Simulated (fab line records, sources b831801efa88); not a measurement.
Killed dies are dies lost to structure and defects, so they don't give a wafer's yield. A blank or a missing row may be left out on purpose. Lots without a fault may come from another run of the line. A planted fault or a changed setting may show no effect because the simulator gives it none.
fab line records | flow sky130
record lots=6 wafers=18 last_day=51
route steps=708 shown CAPM@554 METAL3@555 VIA3@573 PAD_OPEN@708
lots that met no fault: from a run of the same line without faults
start_h: hours from the record's first day to the start of the lot's first wafer shown | wait_h: hours since the lot's step before | " the same as in the row above | L1.1+2: a row that stands for several wafers | - no value, or no start given | * or withheld: withheld | < > ~ a bound
route shown NAME@n: a module of which the file shows steps, and the number in the route of the first | usual: mean/standard deviation of fault-free wafers | same: alike in all rows | chamber/n: place in a boat | sites: the reading at each site | _std_site: their standard deviation | _edge_site: outer sites' mean less inner sites' | radius_mm: how far each site lies from the wafer's centre | mask NAME#n: copy n | behind: the tool/chamber that last shaped the wafer | hold: why the lot was held/for how many hours/how that ended | device: the transistor (n, p or np) that didn't switch | end of line: the same wafers' tests at the end of the route | a step without rows: its recipe alone | killed: dies lost to structure and defects at the first sort, not the wafer's yield | map: a wafer's dies, x killed, . not, _ none there
set.NAME: the setting as run; set.NAME@STEP: as run at that earlier step | model.NAME: the simulator's own value behind a step, which no gauge read
lots at some steps of the route; a table a step, a row a wafer
services: from which hour (start_h, from the record's first day; less than 0 if before it) a tool's chamber was out of use, for how many hours, and why
## steps
# step SKY_CAPM_CLEAN_17
# recipe chemistry=O3/DIW dry=n2_spin
# step SKY_METAL3_DEHYDRATE_05
# recipe temp_c=200 time_s=60
# step SKY_METAL3_HMDS_06
# recipe prime_time_s=60 prime_temp_c=120
# step SKY_METAL3_COAT_07
# recipe resist=BARC temp_c=withheld time_s=withheld spin_rpm=3000 resist_thk_nm=60
# step SKY_METAL3_COAT_08
# recipe resist=KrF-thick spin_rpm=3000 resist_thk_nm=1140
# step SKY_METAL3_SOFTBAKE_09
# recipe temp_c=100 time_s=90 resist=KrF-thick
# step SKY_METAL3_EXPOSE_10
# recipe mask_id=MM3 na=0.68 source_shape=annular sigma_inner=0.4 sigma_outer=0.8 target_cd_nm=300 dose_mj=28
# step SKY_METAL3_PEB_11
# recipe peb_temp_c=withheld peb_time_s=withheld resist=KrF-thick
# step SKY_METAL3_DEVELOP_12
# recipe develop_time_s=60 resist=KrF-thick dev_temp_c=21
# step SKY_METAL3_CD_MEAS_13
# recipe target_cd_nm=300
# usual cd_nm=299.9/1.4
# columns lot.wafer tool chamber start_h wait_h cd_nm
L478.2 cd_sem-02 - 955.95 - 298.3
L478.3 " - " " 298.7
L478.5 " - " " 297.7
L482.1 cd_sem-01 - 1064.43 - 301.8
L482.3 " - " " 301.3
L482.4 " - " " 300.8
L480.1 cd_sem-01 - 1065.89 - 298.2
L480.3 " - " " 297.4
L480.5 " - " " 297.8
L490.3 cd_sem-02 - 1067.08 - 299.4
L490.4 " - " " 301.4
L490.6 " - " " 300.1
L489.1 cd_sem-02 - 1072.33 - 300.9
L489.4 " - " " 302.1
L489.6 " - " " 299.8
L492.3 cd_sem-01 - 1074.13 - 298.4
L492.4 " - " " 298.0
L492.5 " - " " 298.9
# step SKY_METAL3_OVL_MEAS_14
# usual METAL3_OVL=2/5.8
# columns lot.wafer tool chamber start_h wait_h METAL3_OVL[nm]
L478.2 overlay-01 - 956.06 0.1 3
L478.3 " - " " -1
L478.5 " - " " 5
L482.1 overlay-01 - 1064.55 0.1 7
L482.3 " - " " 6
L482.4 " - " " 3
L480.1 overlay-01 - 1066.01 0.1 3
L480.3 " - " " 0
L480.5 " - " " 3
L490.3 overlay-02 - 1067.17 0.1 1
L490.4 " - " " 2
L490.6 " - " " -6
L489.1 overlay-02 - 1072.45 0.1 -6
L489.4 " - " " 2
L489.6 " - " " -4
L492.3 overlay-01 - 1074.22 0.1 -6
L492.4 " - " " 3
L492.5 " - " " -9
# step SKY_METAL3_DESCUM_15
# recipe chemistry=O2 source_power_w=150 bias_power_w=0 pressure_mtorr=10 temp_c=40 time_s=8
# usual drypump_motor_current_A=5.9/0.43 oes_product_au=0.993/0.012
# columns lot.wafer tool chamber start_h wait_h drypump_motor_current_A oes_product_au rf_hours_counter_h
L478.2 rie_metal-04 0 956.09 0.0 4.6 0.991 2
L478.3 " 0 " " 4.6 0.986 -
L478.5 " 1 " " 6.2 0.989 -
L482.1 rie_metal-04 1 1064.59 0.0 6.2 0.998 13
L482.3 " 1 " " 6.2 0.991 -
L482.4 " 1 " " 6.2 0.995 -
L480.1 rie_metal-04 1 1066.04 0.0 6.2 0.983 13
L480.3 " 1 " " 6.2 0.982 -
L480.5 " 1 " " 6.2 0.986 -
L490.3 rie_metal-03 1 1067.20 0.0 6.0 0.982 -
L490.4 " 0 " " 5.9 1.010 -
L490.6 " 0 " " 5.9 1.001 -
L489.1 rie_metal-02 0 1072.49 0.0 5.6 1.019 16
L489.4 " 0 " " 5.7 1.008 -
L489.6 " 0 " " 5.7 1.006 -
L492.3 rie_metal-03 1 1074.25 0.0 6.0 0.985 -
L492.4 " 0 " " 5.9 1.008 -
L492.5 " 1 " " 6.0 0.977 -
# step SKY_METAL3_ETCH_16
# recipe chemistry=N2/H2 target=BARC ion_energy_ev=200 bias_w=100 pressure_mtorr=30 n2_flow_sccm=100 h2_flow_sccm=200 icp_w=500 stop_on=SiO2 time_s=88.2 target_depth_a=600
# usual drypump_motor_current_A=5.9/0.43 oes_product_au=0.626/0.0046 throttle_valve_pct=13.205/0.009
# columns lot.wafer tool chamber start_h wait_h drypump_motor_current_A oes_product_au rf_hours_counter_h throttle_valve_pct
L478.2 rie_metal-04 0 956.12 0.0 4.6 0.629 2 13.213
L478.3 " 0 " " 4.6 0.621 - 13.219
L478.5 " 1 " " 6.2 0.628 - 13.178
L482.1 rie_metal-04 1 1064.65 0.1 6.2 0.629 13 13.205
L482.3 " 1 " " 6.2 0.629 - 13.196
L482.4 " 1 " " 6.2 0.624 - 13.205
L480.1 rie_metal-04 1 1066.11 0.1 6.2 0.627 14 13.195
L480.3 " 1 " " 6.2 0.627 - 13.206
L480.5 " 1 " " 6.2 0.627 - 13.207
L490.3 rie_metal-03 1 1067.26 0.0 6.0 0.619 - 13.199
L490.4 " 0 " " 5.9 0.628 - 13.210
L490.6 " 0 " " 6.0 0.622 - 13.217
L489.1 rie_metal-02 0 1072.52 0.0 5.7 0.636 16 13.208
L489.4 " 0 " " 5.7 0.628 - 13.220
L489.6 " 0 " " 5.7 0.622 - 13.215
L492.3 rie_metal-03 1 1074.31 0.0 6.0 0.624 - 13.208
L492.4 " 0 " " 5.9 0.624 - 13.206
L492.5 " 1 " " 6.0 0.624 - 13.194
# step SKY_METAL3_ETCH_17
# recipe target=SiO2 stop_on=TiN chemistry=C4F8/O2/Ar source_w=1500 bias_w=1200 pressure_mtorr=40 c4f8_flow_sccm=withheld O2_flow_sccm=6 Ar_flow_sccm=300 time_s=3.9 target_depth_a=150
# usual oes_product_au=0.756/0.0081
# columns lot.wafer tool chamber start_h wait_h oes_product_au rf_hours_counter_h
L478.2 rie_diel-04 2 956.22 0.1 0.760 21
L478.3 " 2 " " 0.735 -
L478.5 " 1 " " 0.762 -
L482.1 rie_diel-01 1 1064.85 0.2 0.749 23
L482.3 " 0 " " 0.755 17
L482.4 " 3 " " 0.768 11
L480.1 rie_diel-01 1 1066.30 0.2 0.750 23
L480.3 " 0 " " 0.751 17
L480.5 " 1 " " 0.766 -
L490.3 rie_diel-04 2 1067.32 0.0 0.758 25
L490.4 " 1 " " 0.763 15
L490.6 " 3 " " 0.764 -
L489.1 rie_diel-02 0 1072.62 0.1 0.753 17
L489.4 " 2 " " 0.758 -
L489.6 " 0 " " 0.771 -
L492.3 rie_diel-04 1 1074.37 0.0 0.762 15
L492.4 " 2 " " 0.761 25
L492.5 " 2 " " 0.758 -
# step SKY_METAL3_METAL_ETCH_18
# recipe target_depth_a=8450 stop_on=SiO2 over_etch_frac=0.3 time_s=183.1 chemistry=Cl2/BCl3 resist_sidewall_deg=88 pressure_mtorr=10 icp_w=900 bias_w=48.5 Cl2_flow_sccm=60 bcl3_flow_sccm=30
# step SKY_METAL3_STRIP_19
# recipe chemistry=O2/N2 power_w=1400 pressure_mtorr=1500 platen_temp_c=withheld o2_flow_sccm=3000 n2_flow_sccm=300 overash_fraction=0.5
# usual drypump_motor_current_A=5.62/0.19 oes_product_au=0.504/0.0065 strip_time_to_endpoint_s=6.58/0.095
# columns lot.wafer tool chamber start_h wait_h drypump_motor_current_A oes_product_au rf_hours_counter_h strip_time_to_endpoint_s
L478.2 plasma_asher-04 0 956.42 0.1 5.76 0.496 20 6.56
L478.3 " 1 " " 5.62 0.504 - 6.70
L478.5 " 0 " " 5.73 0.503 - 6.58
L482.1 plasma_asher-04 1 1065.04 0.1 5.65 0.517 29 6.78
L482.3 " 1 " " 5.66 0.510 - 6.76
L482.4 " 0 " " 5.75 0.496 - 6.52
L480.1 plasma_asher-02 0 1066.50 0.1 5.61 0.499 65 6.64
L480.3 " 0 " " 5.59 0.513 - 6.69
L480.5 " 1 " " 5.30 0.487 - 6.44
L490.3 plasma_asher-03 0 1067.73 0.2 5.93 0.513 - 6.61
L490.4 " 1 " " 5.45 0.513 - 6.60
L490.6 " 1 " " 5.47 0.506 - 6.58
L489.1 plasma_asher-02 0 1072.81 0.1 5.60 0.511 65 6.76
L489.4 " 1 " " 5.31 0.494 - 6.50
L489.6 " 1 " " 5.31 0.506 - 6.72
L492.3 plasma_asher-02 0 1074.60 0.1 5.59 0.503 - 6.63
L492.4 " 1 " " 5.32 0.510 - 6.68
L492.5 " 1 " " 5.31 0.512 - 6.72
# step SKY_METAL3_STRIP_20
# recipe chemistry=post_etch_residue_remover time_s=1200 temp_c=72.5
# step SKY_METAL3_CLEAN_21
# recipe chemistry=IPA time_s=180 temp_c=25
# step SKY_METAL3_CLEAN_22
# recipe chemistry=O3/DIW dry=n2_spin
# step SKY_VIA3_HDPCVD_00
# recipe material=SiO2 target_thk_nm=1635 sigma_open_frac=0.3 time_s=272.5 temp_c=400 sih4_flow_sccm=60 pressure_mtorr=6
# step SKY_VIA3_THK_MEAS_01
# recipe reads=SiO2_of_VIA3_HDPCVD_00
# usual VIA3_HDPCVD_THK=1635/18
# columns lot.wafer tool chamber start_h wait_h VIA3_HDPCVD_THK[nm]
L478.2 film_metro-02 - 957.23 0.1 1631
L478.3 " - " " 1640
L478.5 " - " " 1609
L482.1 film_metro-03 - 1065.80 0.1 1627
L482.3 " - " " 1632
L482.4 " - " " 1631
L480.1 film_metro-03 - 1067.27 0.1 1605
L480.3 " - " " 1631
L480.5 " - " " 1607
L490.3 film_metro-04 - 1068.49 0.1 1658
L490.4 " - " " 1653
L490.6 " - " " 1668
L489.1 film_metro-04 - 1073.58 0.1 1648
L489.4 " - " " 1617
L489.6 " - " " 1652
L492.3 film_metro-02 - 1075.36 0.1 1618
L492.4 " - " " 1601
L492.5 " - " " 1634
# step SKY_VIA3_CMP_02
# recipe material=SiO2 down_force_psi=4 platen_rpm=60 pad_velocity_m_s=0.94248
# step SKY_VIA3_BOW_MEAS_03
# recipe mode=bow
# usual VIA3_BOW=81/7.4
# columns lot.wafer tool chamber start_h wait_h VIA3_BOW[um]
L478.2 film_metro-02 - 957.60 0.2 82
L478.3 " - " " 83
L478.5 " - " " 88
L482.1 film_metro-04 - 1066.16 0.1 73
L482.3 " - " " 71
L482.4 " - " " 72
L480.1 film_metro-02 - 1067.63 0.1 97
L480.3 " - " " 82
L480.5 " - " " 81
L490.3 film_metro-03 - 1068.87 0.2 71
L490.4 " - " " 72
L490.6 " - " " 77
L489.1 film_metro-03 - 1074.15 0.2 84
L489.4 " - " " 68
L489.6 " - " " 70
L492.3 film_metro-04 - 1076.29 0.3 67
L492.4 " - " " 81
L492.5 " - " " 79
# step SKY_VIA3_DEHYDRATE_04
# recipe temp_c=200 time_s=60
# step SKY_VIA3_HMDS_05
# recipe prime_time_s=60 prime_temp_c=120
# step SKY_VIA3_COAT_06
# recipe resist=BARC temp_c=withheld time_s=withheld spin_rpm=3000 resist_thk_nm=60
# step SKY_VIA3_COAT_07
# recipe resist=KrF-thick spin_rpm=3000 resist_thk_nm=450
# step SKY_VIA3_SOFTBAKE_08
# recipe temp_c=100 time_s=90 resist=KrF-thick
# step SKY_VIA3_EXPOSE_09
# recipe mask_id=VIM3 na=0.8 source_shape=annular sigma_inner=0.55 sigma_outer=0.85 target_cd_nm=200 dose_mj=38
# step SKY_VIA3_PEB_10
# recipe peb_temp_c=withheld peb_time_s=withheld resist=KrF-thick
# step SKY_VIA3_DEVELOP_11
# recipe develop_time_s=60 resist=KrF-thick dev_temp_c=21
# step SKY_VIA3_CD_MEAS_12
# recipe target_cd_nm=200
# usual cd_nm=200.5/1.7
# columns lot.wafer tool chamber start_h wait_h cd_nm
L478.2 cd_sem-01 - 980.96 - 199.0
L478.3 " - " " 199.9
L478.5 " - " " 198.3
L482.1 cd_sem-01 - 1088.53 - 201.3
L482.3 " - " " 202.4
L482.4 " - " " 201.3
L480.1 cd_sem-01 - 1090.74 - 199.0
L480.3 " - " " 198.2
L480.5 " - " " 199.4
L490.3 cd_sem-02 - 1092.32 - 202.9
L490.4 " - " " 202.8
L490.6 " - " " 202.6
L489.1 cd_sem-01 - 1097.93 - 201.7
L489.4 " - " " 201.1
L489.6 " - " " 200.9
L492.3 cd_sem-02 - 1100.22 - 203.0
L492.4 " - " " 202.5
L492.5 " - " " 202.5
# step SKY_VIA3_OVL_MEAS_13
# usual VIA3_OVL=0/5
# columns lot.wafer tool chamber start_h wait_h VIA3_OVL[nm]
L478.2 overlay-02 - 981.06 0.1 -6
L478.3 " - " " -2
L478.5 " - " " -5
L482.1 overlay-02 - 1088.65 0.1 -11
L482.3 " - " " -3
L482.4 " - " " -8
L480.1 overlay-02 - 1090.86 0.1 3
L480.3 " - " " -2
L480.5 " - " " 0
L490.3 overlay-01 - 1092.41 0.1 -4
L490.4 " - " " -2
L490.6 " - " " 2
L489.1 overlay-02 - 1098.05 0.1 9
L489.4 " - " " 3
L489.6 " - " " -1
L492.3 overlay-01 - 1100.31 0.1 4
L492.4 " - " " 3
L492.5 " - " " 1
# step SKY_VIA3_ETCH_14
# recipe chemistry=N2/H2 target=BARC ion_energy_ev=200 source_w=500 bias_w=100 pressure_mtorr=30 n2_flow_sccm=100 h2_flow_sccm=200 stop_on=SiO2 time_s=45.9 target_depth_a=600
# step SKY_VIA3_ETCH_15
# recipe target=SiO2 chemistry=C4F8/O2/Ar target_depth_nm=507 stop_on=TiN mask_material=KrF-thick source_w=1500 bias_w=1200 pressure_mtorr=40 c4f8_flow_sccm=withheld O2_flow_sccm=6 Ar_flow_sccm=300 time_s=78
# step SKY_VIA3_STRIP_16
# recipe chemistry=O2/N2 power_w=1400 pressure_mtorr=1500 platen_temp_c=withheld o2_flow_sccm=3000 n2_flow_sccm=300 overash_fraction=0.5
# step SKY_VIA3_STRIP_17
# recipe chemistry=post_etch_residue_remover time_s=1200 temp_c=72.5
# step SKY_VIA3_CLEAN_18
# recipe chemistry=IPA time_s=180 temp_c=25
# step SKY_VIA3_CLEAN_19
# recipe chemistry=O3/DIW dry=n2_spin
# step SKY_VIA3_SPUTTER_20
# recipe material=TiN target_thk_nm=20 chamber_pressure_pa=5 power_w=4000 time_s=80
# usual throttle_valve_pct=30.0/1.2
# columns lot.wafer tool chamber start_h wait_h throttle_valve_pct
L478.2 pvd_sputter-02 - 981.79 0.0 29.6
L478.3 " - " " 30.7
L478.5 " - " " 30.7
L482.1 pvd_sputter-02 - 1089.38 0.0 29.9
L482.3 " - " " 29.1
L482.4 " - " " 30.4
L480.1 pvd_sputter-03 - 1091.60 0.0 31.0
L480.3 " - " " 30.2
L480.5 " - " " 30.9
L490.3 pvd_sputter-02 - 1093.14 0.0 31.4
L490.4 " - " " 29.1
L490.6 " - " " 29.0
L489.1 pvd_sputter-04 - 1098.79 0.0 32.0
L489.4 " - " " 29.6
L489.6 " - " " 32.0
L492.3 pvd_sputter-04 - 1101.08 0.0 32.5
L492.4 " - " " 29.5
L492.5 " - " " 30.1
# step SKY_VIA3_CVD_21
# recipe material=W target_thk_nm=390 time_s=117.31 temp_c=400 pressure_torr=40
# usual heater_power_w=843/85 susceptor_temp_C=400.04/0.22
# columns lot.wafer tool chamber start_h wait_h heater_power_w susceptor_temp_C
L478.2 cvd_w-01 1 981.85 0.0 729 400.22
L478.3 " 0 " " 961 399.95
L478.5 " 0 " " 936 399.96
L482.1 cvd_w-01 0 1089.44 0.0 927 400.13
L482.3 " 0 " " 929 400.11
L482.4 " 0 " " 926 400.02
L480.1 cvd_w-01 0 1091.66 0.0 927 399.93
L480.3 " 0 " " 952 400.19
L480.5 " 0 " " 948 399.91
L490.3 cvd_w-02 0 1093.24 0.1 780 400.07
L490.4 " 1 " " 864 400.11
L490.6 " 1 " " 882 399.87
L489.1 cvd_w-01 1 1098.85 0.0 758 400.00
L489.4 " 0 " " 945 400.32
L489.6 " 1 " " 758 399.80
L492.3 cvd_w-02 1 1101.18 0.1 875 400.20
L492.4 " 0 " " 749 400.07
L492.5 " 1 " " 872 400.17
# step SKY_VIA3_RS_MEAS_22
# recipe thk_meas_gauge=four-point-probe reads=W_of_VIA3_CVD_21+TiN_of_VIA3_SPUTTER_20
# usual VIA3_W_RS=0.295/0.0031
# columns lot.wafer tool chamber start_h wait_h VIA3_W_RS[ohm/sq]
L478.2 film_metro-04 - 981.99 0.1 0.296
L478.3 " - " " 0.299
L478.5 " - " " 0.297
L482.1 film_metro-02 - 1089.69 0.2 0.300
L482.3 " - " " 0.299
L482.4 " - " " 0.303
L480.1 film_metro-04 - 1091.90 0.2 0.302
L480.3 " - " " 0.302
L480.5 " - " " 0.299
L490.3 film_metro-04 - 1093.36 0.1 0.294
L490.4 " - " " 0.294
L490.6 " - " " 0.294
L489.1 film_metro-03 - 1098.97 0.1 0.295
L489.4 " - " " 0.298
L489.6 " - " " 0.294
L492.3 film_metro-02 - 1101.31 0.1 0.299
L492.4 " - " " 0.298
L492.5 " - " " 0.299
# step SKY_PAD_OPEN_PROBE_99
# usual defect_limited_yield=82.5/2 killed_at_M0_to_M3=42/7.3 killed_at_M4_up=3.4/2 killed_at_contacts=24/5.6 killed_at_front_end=16/4.5 killed_at_other=0.2/0.51 killed_dies=86/9.8 killed_on_rim=17/3.8 killed_open=46/7 killed_short=40/6.7 sort_bin_3_pad_short=0.9/0.42 sort_bin_5_function=10.3/1.5 sort_bin_6_memory=6.3/1.3 sort_n_pass=406/9.8 sort_yield_pct=82.5/2
# same gross_dies=492 killed_at_back_side=0 sort_bin_4_leakage[%]=0 sort_bin_8_speed[%]=0
# columns lot.wafer tool chamber start_h wait_h hold defect_limited_yield[%] killed_at_M0_to_M3 killed_at_M4_up killed_at_contacts killed_at_front_end killed_at_other killed_dies killed_on_rim killed_open killed_short sort_bin_3_pad_short[%] sort_bin_5_function[%] sort_bin_6_memory[%] sort_n_pass sort_yield_pct[%] model.etest.tester.sort_n_pass model.etest.tester.sort_yield_pct model.etest.tester.sort_bin_5_pct model.etest.tester.sort_bin_3_pct
L478.2 prober-02 - 1125.29 0.1 - 80.5 50 5 21 19 1 96 17 52 43 1.0 10.0 8.5 396 80.5 396 80.49 9.959 1.016
L478.3 prober-02 - 1125.34 0.2 - 84.1 33 6 23 16 0 78 11 37 41 1.2 8.9 5.7 414 84.1 414 84.15 8.943 1.22
L478.5 prober-02 - 1125.44 0.2 - 85.6 28 4 21 18 0 71 17 35 36 0.8 7.9 5.7 421 85.6 421 85.57 7.927 0.813
L482.1 prober-02 - 1211.51 0.1 await_dispo/3.2h/release 71.3 90 1 26 24 0 141 28 58 39 3.7 15.2 9.8 351 71.3 351 71.34 15.24 3.659
L482.3 prober-02 - 1211.61 0.2 await_dispo/3.2h/release 72.2 93 2 32 10 0 137 29 48 44 4.7 14.8 8.3 355 72.2 355 72.15 14.84 4.675
L482.4 prober-02 - 1211.66 0.2 await_dispo/3.2h/release 70.7 95 5 27 17 0 144 34 67 37 3.3 17.5 8.5 348 70.7 348 70.73 17.48 3.252
L480.1 prober-01 - 1213.01 0.1 await_dispo/3.3h/release 75.0 74 2 20 26 1 123 28 36 41 2.4 15.9 6.7 369 75.0 369 75 15.85 2.439
L480.3 prober-01 - 1213.11 0.2 await_dispo/3.3h/release 74.2 83 1 27 16 0 127 31 50 35 4.1 13.2 8.5 365 74.2 365 74.19 13.21 4.065
L480.5 prober-01 - 1213.21 0.2 await_dispo/3.3h/release 72.8 90 0 22 20 2 134 29 49 39 3.3 17.7 6.3 358 72.8 358 72.76 17.68 3.252
L490.3 prober-01 - 1213.41 0.5 - 82.9 48 5 21 10 0 84 17 44 40 1.0 9.6 6.5 408 82.9 408 82.93 9.553 1.016
L490.4 prober-01 - 1213.46 0.5 - 85.0 45 0 12 17 0 74 21 32 42 0.8 10.6 3.7 418 85.0 418 84.96 10.57 0.813
L490.6 prober-01 - 1213.56 0.6 - 82.7 44 2 24 15 0 85 18 40 45 0.6 9.8 6.9 407 82.7 407 82.72 9.756 0.6098
L489.1 prober-01 - 1215.40 0.1 - 80.7 42 6 27 20 0 95 22 53 42 1.2 10.6 7.5 397 80.7 397 80.69 10.57 1.22
L489.4 prober-01 - 1215.55 0.2 - 82.7 39 3 28 15 0 85 21 47 38 0.4 10.2 6.7 407 82.7 407 82.72 10.16 0.4065
L489.6 prober-01 - 1215.65 0.2 - 81.5 41 3 31 16 0 91 13 43 46 1.4 9.6 7.5 401 81.5 401 81.5 9.553 1.423
L492.3 prober-02 - 1218.38 0.2 - 81.3 42 0 28 22 0 92 16 55 37 1.2 11.4 6.1 400 81.3 400 81.3 11.38 1.22
L492.4 prober-02 - 1218.43 0.2 - 82.5 43 8 21 14 0 86 20 51 35 0.6 10.4 6.5 406 82.5 406 82.52 10.37 0.6098
L492.5 prober-02 - 1218.48 0.2 - 81.5 43 1 32 13 2 91 16 41 50 1.0 10.8 6.7 401 81.5 401 81.5 10.77 1.016
# killed by level:class
L478.2 CONTACT:geometric_particle:open=10 VIA1:geometric_particle:open=10 FIELD_ISO:geometric_particle:open=7 VIA2:geometric_particle:open=7 METAL1:geometric_particle:short=6 VIA3:geometric_particle:open=6 VIA1:geometric_particle:short=5 METAL3:geometric_particle:short=4
L478.3 VIA1:geometric_particle:open=9 CONTACT:geometric_particle:short=7 CONTACT:geometric_particle:open=7 METAL4:geometric_particle:short=6 FIELD_ISO:geometric_particle:short=4 FIELD_ISO:geometric_particle:open=4 LI_CONTACT:geometric_particle:open=4 VIA2:geometric_particle:open=4
L478.5 CONTACT:geometric_particle:open=10 FIELD_ISO:geometric_particle:short=6 VIA1:geometric_particle:open=6 LOCAL_INTERCONNECT:geometric_particle:short=5 VIA3:geometric_particle:short=5 METAL1:geometric_particle:short=4 FIELD_ISO:geometric_particle:open=4 POLY_GATE:geometric_particle:short=3
L482.1 METAL3:unspecified=44 VIA1:geometric_particle:open=14 CONTACT:geometric_particle:open=12 POLY_GATE:geometric_particle:open=9 FIELD_ISO:geometric_particle:short=7 LI_CONTACT:geometric_particle:open=7 VIA2:geometric_particle:open=7 VIA1:geometric_particle:short=5
L482.3 METAL3:unspecified=45 VIA2:geometric_particle:open=13 CONTACT:geometric_particle:open=12 CONTACT:geometric_particle:short=11 VIA1:geometric_particle:open=9 LI_CONTACT:geometric_particle:open=5 VIA1:geometric_particle:short=5 METAL2:geometric_particle:short=5
L482.4 METAL3:unspecified=40 VIA1:geometric_particle:open=16 CONTACT:geometric_particle:open=14 VIA2:geometric_particle:open=9 FIELD_ISO:geometric_particle:open=7 LI_CONTACT:geometric_particle:open=6 METAL1:geometric_particle:short=6 POLY_GATE:geometric_particle:open=5
L480.1 METAL3:unspecified=46 FIELD_ISO:geometric_particle:short=11 POLY_GATE:geometric_particle:open=8 CONTACT:geometric_particle:open=7 LOCAL_INTERCONNECT:geometric_particle:short=6 CONTACT:geometric_particle:short=6 VIA1:geometric_particle:open=6 VIA2:geometric_particle:open=4
L480.3 METAL3:unspecified=42 CONTACT:geometric_particle:open=10 VIA2:geometric_particle:open=9 VIA1:geometric_particle:open=8 FIELD_ISO:geometric_particle:open=7 LI_CONTACT:geometric_particle:open=7 VIA1:geometric_particle:short=6 METAL2:geometric_particle:short=5
L480.5 METAL3:unspecified=46 VIA1:geometric_particle:open=14 LI_CONTACT:geometric_particle:open=9 METAL1:geometric_particle:short=7 FIELD_ISO:geometric_particle:open=6 POLY_GATE:geometric_particle:open=5 METAL2:geometric_particle:short=5 CONTACT:geometric_particle:open=4
L490.3 CONTACT:geometric_particle:open=11 VIA1:geometric_particle:open=10 VIA2:geometric_particle:open=9 METAL1:geometric_particle:short=7 METAL2:geometric_particle:short=5 VIA3:geometric_particle:open=5 FIELD_ISO:geometric_particle:short=4 LI_CONTACT:geometric_particle:open=4
L490.4 VIA1:geometric_particle:open=9 VIA3:geometric_particle:open=8 METAL1:geometric_particle:short=7 METAL2:geometric_particle:short=7 FIELD_ISO:geometric_particle:open=4 FIELD_ISO:geometric_particle:short=4 SPACER:geometric_particle:short=4 LI_CONTACT:geometric_particle:short=4
L490.6 VIA1:geometric_particle:open=11 CONTACT:geometric_particle:open=10 VIA1:geometric_particle:short=8 METAL1:geometric_particle:short=7 FIELD_ISO:geometric_particle:short=6 LI_CONTACT:geometric_particle:open=5 METAL2:geometric_particle:short=5 LOCAL_INTERCONNECT:geometric_particle:short=4
L489.1 CONTACT:geometric_particle:open=13 FIELD_ISO:geometric_particle:short=9 VIA3:geometric_particle:open=9 FIELD_ISO:geometric_particle:open=7 LI_CONTACT:geometric_particle:open=7 VIA1:geometric_particle:open=5 METAL2:geometric_particle:short=5 METAL1:geometric_particle:short=4
L489.4 LI_CONTACT:geometric_particle:open=11 CONTACT:geometric_particle:open=8 VIA3:geometric_particle:open=7 VIA2:geometric_particle:open=6 VIA1:geometric_particle:open=6 CONTACT:geometric_particle:short=5 VIA1:geometric_particle:short=5 METAL1:geometric_particle:short=3
L489.6 CONTACT:geometric_particle:short=9 LI_CONTACT:geometric_particle:open=9 CONTACT:geometric_particle:open=9 VIA2:geometric_particle:open=8 METAL2:geometric_particle:short=7 VIA3:geometric_particle:open=7 POLY_GATE:geometric_particle:short=6 VIA1:geometric_particle:open=4
L492.3 VIA3:geometric_particle:open=9 VIA1:geometric_particle:open=9 LI_CONTACT:geometric_particle:open=8 CONTACT:geometric_particle:open=8 VIA1:geometric_particle:short=8 POLY_GATE:geometric_particle:open=7 METAL2:geometric_particle:short=6 POLY_GATE:geometric_particle:short=5
L492.4 VIA1:geometric_particle:open=10 FIELD_ISO:geometric_particle:open=7 LI_CONTACT:geometric_particle:open=7 VIA3:geometric_particle:open=7 VIA2:geometric_particle:open=6 LOCAL_INTERCONNECT:geometric_particle:short=5 METAL4:geometric_particle:short=5 METAL1:geometric_particle:short=4
L492.5 LI_CONTACT:geometric_particle:open=8 VIA1:geometric_particle:short=7 LOCAL_INTERCONNECT:geometric_particle:short=7 CONTACT:geometric_particle:open=7 CONTACT:geometric_particle:short=7 VIA1:geometric_particle:open=7 METAL1:geometric_particle:short=5 POLY_GATE:geometric_particle:open=4
# map L480.5 (x killed, . not)
__________xxxxx....._________
________xxxxxxx....x.._______
______xxxxxxxxx.....x..._____
_____xxxxxxxxx..........x____
____x.xxxxxxxx.........x.x___
___.x.xxxxxxx.x.xxx....xxx.__
__......x.xx.x.....x...xx..._
_x..x.....x..............x..x
_.x...........xxxxx..x.......
_x.x....x..............x.x..x
_....................x.......
_....x...x.xx...x............
_...............x........xx..
_..x...x......xxx.x........x.
_...xx...x.x.xx.......x......
__........x..xx.x....x......_
___....x.......x..xx......x__
____..x..x.x.....x.....x..___
_____...x........x...xx..____
______x.......x..x..x.x._____
________.............._______
__________..x....x.x_________
# map L482.4 (x killed, . not)
__________xxx..xx..._________
________xxxxxx......xx_______
______xxxxxxxxx.......x._____
_____.xxxxxxxxx..xx.x.x..____
____xxxxxxxxx.x......x....___
___.xxxxxx.xx..x..........x__
__.....xx...xxx.x...xx....xx_
_......xx..x..xx.xx.......x..
_x......................x....
_..x.x.........x......x..xxx.
_..xx..x..xx..x........x....x
_.......x.x.....x...xx......x
_..............x..x..xx....x.
_.x.....x..........x.........
_...x............x.x..x......
__...x.........x......x.x.x._
___..x..x...x....x...x..x..__
____.x....x..x......x..xx.___
_____xx.x..x.............____
______.....x.x.x..x....._____
________...x...xxx.xx._______
__________x.x...x..._________
## services
# columns tool chamber start_h hours kind
rie_diel-01 1 934.73 6.3 repair
rie_diel-04 0 935.76 7.4 repair
rie_diel-04 2 936.33 6.2 repair
plasma_asher-04 - 938.07 0.9 repair
cvd_w-02 - 938.78 1.2 repair
rie_diel-04 3 952.28 4.5 repair
rie_diel-04 0 954.12 18.0 repair
rie_diel-02 2 977.89 4.7 repair
cvd_w-02 - 978.85 3.8 pm
plasma_asher-04 - 981.82 1.2 repair
pvd_sputter-04 - 992.80 5.1 repair
plasma_asher-04 - 998.39 1.5 repair
plasma_asher-02 - 1001.37 0.6 repair
rie_diel-01 - 1009.17 0.5 repair
rie_metal-03 - 1015.16 1.4 pm
rie_metal-02 1 1015.54 14.1 repair
cvd_w-02 0 1023.02 6.0 repair
rie_diel-04 - 1059.80 1.0 repair
rie_metal-04 0 1062.89 6.8 repair
cvd_w-01 1 1076.70 15.0 repair
cvd_w-02 1 1080.40 3.6 repair
rie_diel-04 - 1081.89 0.8 repair
pvd_sputter-04 - 1095.88 0.7 repair
pvd_sputter-02 - 1098.43 5.1 repair
## key
first_sign step=SKY_PAD_OPEN_PROBE_99 reading=sort_bin_3_pad_short direction=up sigmas=6.3 usual=0.9 struck=3.6
effect step=SKY_PAD_OPEN_PROBE_99 reading=killed_at_M0_to_M3 direction=up sigmas=6.3 usual=42 struck=88
model_effect step=SKY_PAD_OPEN_PROBE_99 value=etest.tester.sort_n_pass without=395.7 struck=357.7
met_at SKY_METAL3_ETCH_16
struck_wafers L480.1,L480.3,L480.5,L482.1,L482.3,L482.4
onset_between 956.12 1064.65
also_fits SKY_METAL3_DESCUM_15:rie_metal-04,SKY_METAL3_ETCH_17:rie_diel-01
fault kind=chamber_particle_source tool=rie_metal-04 chamber=1 onset_h=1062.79 steps=SKY_METAL3_ETCH_16 rate_per_visit_cm2=1.3011 end_h=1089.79
